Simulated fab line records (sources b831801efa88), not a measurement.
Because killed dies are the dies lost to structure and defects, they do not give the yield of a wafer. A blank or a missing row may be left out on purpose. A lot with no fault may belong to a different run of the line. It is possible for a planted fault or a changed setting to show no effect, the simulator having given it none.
The tool behind it: which one? | flow gf180mcu | 7 lots, 21 wafers sampled, at 1 step of a route of 602

== WHAT EACH GAUGE READ, for each wafer ==
GF_NWELL_TW_MEAS_11.
lot  | measured    | on            | NWELL_TW
L364 | day 3 15:39 | film-metro-01 | 1574 1580 1568
L366 | day 3 23:11 | film-metro-01 | 1583 1579 1568
L368 | day 4 11:24 | film-metro-01 | 1601 1587 1593
L370 | day 4 22:16 | film-metro-02 | 1596 1591 1596
L374 | day 5 19:24 | film-metro-02 | 1583 1584 1586
L382 | day 7 14:50 | film-metro-02 | 1593 1586 1590
L385 | day 8 08:43 | film-metro-01 | 1573 1582 1578

== WHAT TOOL EACH LOT RAN ON (gives the tool, then ch and the chambers of the sampled wafers, and finally the start) ==
The record holds no process step before these readings.

== THE ANSWER, worked out from the rows above alone ==
Rule: the usual values come from the lots themselves. Put in order of their means at a reading, lots are off if they are a third of the lots or fewer, leave a main group of 4 or more, and stand apart from it by a gap of 3 or more times the standard deviation of the main group's means; of several such gaps the widest counts. If all means in a main group match to the digits the tables above print for the reading, that group is not used. A lot without any number at a reading at which 4 lots or more have one is off too. Any other lot the step has rows for is counted as sound.
Nothing can be told from this: no lot is off at any reading shown.

== WHAT THE SIMULATOR HAD INSERTED ==
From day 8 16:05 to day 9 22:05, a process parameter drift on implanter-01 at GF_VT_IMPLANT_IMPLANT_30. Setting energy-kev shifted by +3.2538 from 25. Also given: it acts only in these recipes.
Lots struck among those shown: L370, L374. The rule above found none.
